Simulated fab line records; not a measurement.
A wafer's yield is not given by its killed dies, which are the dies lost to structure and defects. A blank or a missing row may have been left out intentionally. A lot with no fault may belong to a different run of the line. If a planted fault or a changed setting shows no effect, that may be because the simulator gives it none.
fab line records	flow gf180mcu	part 2 of 2: steps 33 to 42 of 42
[record] lots = 5	wafers = 15	last-day = 34
route steps=602 shown M5@527 V5@540 TOP_METAL@567
lots that met no fault: taken from a fault-free run of the same line
start-h: start of the lot's first displayed wafer, in hours after the record's first day	wait-h: hours since the lot's step before	" identical to the entry in the row above	L1.1+2: one row covering several wafers at once	- no value present, or no start provided	* or withheld: withheld	< > ~ a bound
route shown NAME@n: names a module that has steps shown in the file, with the first one's number in the route	usual: average and standard deviation across the fault-free wafers	same: alike in all rows	chamber/n: place in a boat	sites: per-site readings	_std_site: standard deviation of those values	_edge_site: inner sites' mean taken away from outer sites' mean	radius-mm: for every site, how far away it sits from the centre of the wafer	mask NAME#n: copy n	behind: the last tool/chamber to shape the wafer	hold: cause of the lot's hold/its duration in hours/its outcome	device: which transistor (n, p or np) failed to switch	end of line: the route-end tests of the same wafers	for a step that has no rows: nothing shown but its recipe	killed: the dies lost at the first sort to structure and to defects; this is not the yield of the wafer	map: dies across one wafer; x = killed, . = not, _ = none there
set.NAME: the run value of the setting; set.NAME@STEP: its run value at that earlier step	model.NAME: the simulator's own value behind a step, which no gauge read
a table for each step, a row for each wafer; lots at some steps of the route
services: the hour from which a tool's chamber was out of use, counted from the record's first day as start-h (under 0 if before that day), plus the number of hours and why
[[steps]]
[step GF_V5_STRIP_19]
[recipe] chemistry = post-etch-residue-remover	time-s = 1200	temp-c = 72.5
lot.wafer	tool	chamber	start-h	wait-h
L074.1+3+4	wet-bench-04	0	623.26	0.1
L076.3+5+6	wet-bench-03	0	639.41	0.0
L083.1+3+6	wet-bench-04	2	698.41	0.1
L092.1+5+6	wet-bench-04	3	758.13	0.1
L096.1+2+6	wet-bench-04	1	781.96	0.1
[step GF_V5_CLEAN_20]
[recipe] chemistry = DIW	dry = n2-spin
lot.wafer	tool	chamber	start-h	wait-h
L074.1+3+4	wet-bench-03	3	623.61	0.0
L076.3+5+6	wet-bench-02	2	639.79	0.0
L083.1+3+6	wet-bench-02	0	698.75	0.0
L092.1+5+6	wet-bench-04	3	758.51	0.0
L096.1+2+6	wet-bench-03	3	782.33	0.0
[step GF_V5_SPUTTER_21]
[recipe] material = Ti	target-thk-nm = 15	chamber-pressure-pa = 5	power-w = 2500	substrate-temp-c = 200	time-s = 80.02
[usual] throttle-valve-pct = 30.1/0.98
lot.wafer	tool	chamber	start-h	wait-h	throttle-valve-pct
L074.1	pvd-sputter-01	-	623.70	0.0	30.3
L074.3	"	-	"	"	29.7
L074.4	"	-	"	"	30.1
L076.3	pvd-sputter-02	-	639.88	0.0	28.9
L076.5	"	-	"	"	28.2
L076.6	"	-	"	"	29.1
L083.1	pvd-sputter-04	-	698.85	0.0	31.6
L083.3	"	-	"	"	29.2
L083.6	"	-	"	"	31.6
L092.1	pvd-sputter-04	-	758.61	0.0	29.5
L092.5	"	-	"	"	30.6
L092.6	"	-	"	"	29.9
L096.1	pvd-sputter-01	-	782.43	0.0	30.2
L096.2	"	-	"	"	30.1
L096.6	"	-	"	"	29.4
[step GF_V5_SPUTTER_22]
[recipe] material = TiN	target-thk-nm = 10	chamber-pressure-pa = 5	power-w = 4000	time-s = 40
[usual] throttle-valve-pct = 30.1/0.97
lot.wafer	tool	chamber	start-h	wait-h	throttle-valve-pct
L074.1	pvd-sputter-01	-	623.76	0.0	30.3
L074.3	"	-	"	"	29.4
L074.4	"	-	"	"	30.1
L076.3	pvd-sputter-02	-	639.94	0.0	29.0
L076.5	"	-	"	"	28.0
L076.6	"	-	"	"	29.0
L083.1	pvd-sputter-04	-	698.91	0.0	31.8
L083.3	"	-	"	"	29.5
L083.6	"	-	"	"	31.7
L092.1	pvd-sputter-04	-	758.67	0.0	29.6
L092.5	"	-	"	"	30.8
L092.6	"	-	"	"	29.8
L096.1	pvd-sputter-01	-	782.50	0.0	30.4
L096.2	"	-	"	"	29.9
L096.6	"	-	"	"	29.3
[step GF_V5_CVD_23]
[recipe] material = W	target-thk-nm = 350	time-s = 104.9	temp-c = 400	pressure-torr = 40
[usual] heater-power-w = 817/80
lot.wafer	tool	chamber	start-h	wait-h	heater-power-w
L074.1	cvd-w-02	0	623.80	0.0	792
L074.3	"	1	"	"	899
L074.4	"	0	"	"	780
L076.3	cvd-w-02	1	640.02	0.1	899
L076.5	"	0	"	"	766
L076.6	"	1	"	"	898
L083.1	cvd-w-01	0	698.95	0.0	726
L083.3	"	1	"	"	873
L083.6	"	1	"	"	842
L092.1	cvd-w-01	0	758.71	0.0	701
L092.5	"	0	"	"	724
L092.6	"	1	"	"	840
L096.1	cvd-w-02	1	782.53	0.0	931
L096.2	"	0	"	"	790
L096.6	"	1	"	"	921
[step GF_V5_RS_MEAS_24]
[recipe] thk-meas-gauge = four-point-probe	reads = W_of_V5_CVD_23+TiN_of_V5_SPUTTER_22+Ti_of_V5_SPUTTER_21
[usual] V5_W_RS = 0.326/0.0037
lot.wafer	tool	chamber	start-h	wait-h	V5_W_RS[ohm/sq]
L074.1	film-metro-04	-	623.91	0.1	0.323
L074.3	"	-	"	"	0.325
L074.4	"	-	"	"	0.327
L076.3	film-metro-02	-	640.13	0.1	0.329
L076.5	"	-	"	"	0.327
L076.6	"	-	"	"	0.323
L083.1	film-metro-04	-	699.06	0.1	0.331
L083.3	"	-	"	"	0.330
L083.6	"	-	"	"	0.328
L092.1	film-metro-04	-	758.82	0.1	0.329
L092.5	"	-	"	"	0.326
L092.6	"	-	"	"	0.327
L096.1	film-metro-04	-	782.65	0.1	0.330
L096.2	"	-	"	"	0.328
L096.6	"	-	"	"	0.330
[step GF_V5_THK_MEAS_25]
[recipe] thk-meas-gauge = xrf	reads = W_of_V5_CVD_23
[usual] V5_W_THK = 348/4.2
lot.wafer	tool	chamber	start-h	wait-h	V5_W_THK[nm]
L074.1	film-metro-04	-	624.03	0.1	352
L074.3	"	-	"	"	352
L074.4	"	-	"	"	350
L076.3	film-metro-02	-	640.23	0.1	348
L076.5	"	-	"	"	350
L076.6	"	-	"	"	353
L083.1	film-metro-04	-	699.18	0.1	343
L083.3	"	-	"	"	341
L083.6	"	-	"	"	345
L092.1	film-metro-04	-	758.94	0.1	346
L092.5	"	-	"	"	347
L092.6	"	-	"	"	349
L096.1	film-metro-04	-	782.77	0.1	348
L096.2	"	-	"	"	349
L096.6	"	-	"	"	346
[step GF_V5_CMP_26]
[recipe] stop-on = SiO2	down-force-psi = 3.5	platen-rpm = 60	t-overpolish-s = 15	target-thk-nm = 0	pad-velocity-m-s = 0.94248
[usual] motor-current-A = 11.6/1.5	overpolish-run-s = 15.000/0.0079	platen-rpm = 60.01/0.044	time-to-endpoint-s = 86.0/2.8
lot.wafer	tool	chamber	start-h	wait-h	motor-current-A	overpolish-run-s	platen-rpm	time-to-endpoint-s
L074.4	cmp-01	2	624.14	0.1	12.7	14.997	60.02	86.1
L074.3	"	3	"	"	10.5	14.988	60.01	87.4
L074.1	"	0	"	"	12.5	15.001	59.96	83.6
L076.3	cmp-01	0	640.32	0.1	12.9	15.009	59.91	84.7
L076.5	"	3	"	"	10.6	14.991	60.01	89.4
L076.6	"	0	"	"	13.3	14.993	60.02	81.5
L083.3	cmp-02	1	699.24	0.0	12.8	14.997	59.97	85.0
L083.1	"	0	"	"	10.9	14.993	60.16	80.6
L083.6	"	2	"	"	12.5	15.001	60.06	87.3
L092.1	cmp-01	3	759.00	0.1	10.6	14.996	59.98	83.5
L092.6	"	3	"	"	10.5	15.005	60.00	86.8
L092.5	"	0	"	"	12.5	15.004	60.01	82.5
L096.1	cmp-02	3	782.83	0.1	8.1	15.000	59.94	82.4
L096.2	"	1	"	"	11.7	14.989	59.94	85.8
L096.6	"	3	"	"	8.5	14.997	59.99	88.1
[step GF_TOP_METAL_SPUTTER_00]
[recipe] material = Ti	target-thk-nm = 37.5	arriving-ion-energy-ev = 80	substrate-temp-c = 200	chamber-pressure-pa = 2	power-w = 4000	time-s = 150
[usual] throttle-valve-pct = 29.9/1.2
lot.wafer	tool	chamber	start-h	wait-h	throttle-valve-pct
L074.1	pvd-sputter-04	-	624.39	0.1	31.4
L074.3	"	-	"	"	30.8
L074.4	"	-	"	"	29.5
L076.3	pvd-sputter-02	-	640.57	0.2	31.3
L076.5	"	-	"	"	29.0
L076.6	"	-	"	"	28.1
L083.1	pvd-sputter-04	-	699.54	0.1	29.7
L083.3	"	-	"	"	29.3
L083.6	"	-	"	"	31.7
L092.1	pvd-sputter-02	-	759.30	0.2	31.4
L092.5	"	-	"	"	30.3
L092.6	"	-	"	"	28.4
L096.1	pvd-sputter-03	-	783.13	0.2	28.3
L096.2	"	-	"	"	30.9
L096.6	"	-	"	"	30.7
[step GF_TOP_METAL_SPUTTER_01]
[recipe] material = TiN	target-thk-nm = 30	power-w = 6500	time-s = 25	chamber-pressure-pa = 0.4
[usual] throttle-valve-pct = 29.9/1.2
lot.wafer	tool	chamber	start-h	wait-h	throttle-valve-pct
L074.1	pvd-sputter-04	-	624.49	0.1	31.6
L074.3	"	-	"	"	30.6
L074.4	"	-	"	"	29.4
L076.3	pvd-sputter-02	-	640.67	0.1	31.3
L076.5	"	-	"	"	28.8
L076.6	"	-	"	"	28.4
L083.1	pvd-sputter-04	-	699.64	0.1	29.9
L083.3	"	-	"	"	29.7
L083.6	"	-	"	"	31.5
L092.1	pvd-sputter-02	-	759.40	0.1	31.3
L092.5	"	-	"	"	30.2
L092.6	"	-	"	"	27.8
L096.1	pvd-sputter-03	-	783.23	0.1	28.0
L096.2	"	-	"	"	31.0
L096.6	"	-	"	"	30.5
[[services]]
tool	chamber	start-h	hours	kind
cmp-02	-	566.19	4.7	pm
cmp-01	-	572.00	4.0	pm
krf-scanner-01	-	593.83	3.6	pm
cmp-01	-	599.86	2.2	repair
cmp-01	-	604.01	1.7	repair
rie-diel-04	3	610.78	4.4	repair
krf-scanner-01	-	616.80	0.8	pm
krf-scanner-01	-	660.42	1.1	repair
krf-scanner-01	-	666.83	1.0	pm
cmp-01	-	669.75	0.7	repair
krf-scanner-01	-	676.46	2.0	repair
plasma-asher-02	-	679.30	3.2	repair
pvd-sputter-02	-	683.54	0.5	repair
rie-diel-01	2	689.19	13.5	repair
cmp-01	-	689.29	1.3	repair
cmp-02	-	713.79	1.0	repair
krf-scanner-01	-	720.13	1.3	pm
cmp-01	-	722.03	3.9	repair
rie-diel-01	1	724.27	13.3	repair
krf-scanner-01	-	733.29	0.8	repair
pvd-sputter-02	-	743.71	1.2	repair
cmp-02	-	744.00	4.0	pm
cmp-02	-	758.60	3.8	repair
cmp-01	-	768.59	3.4	repair
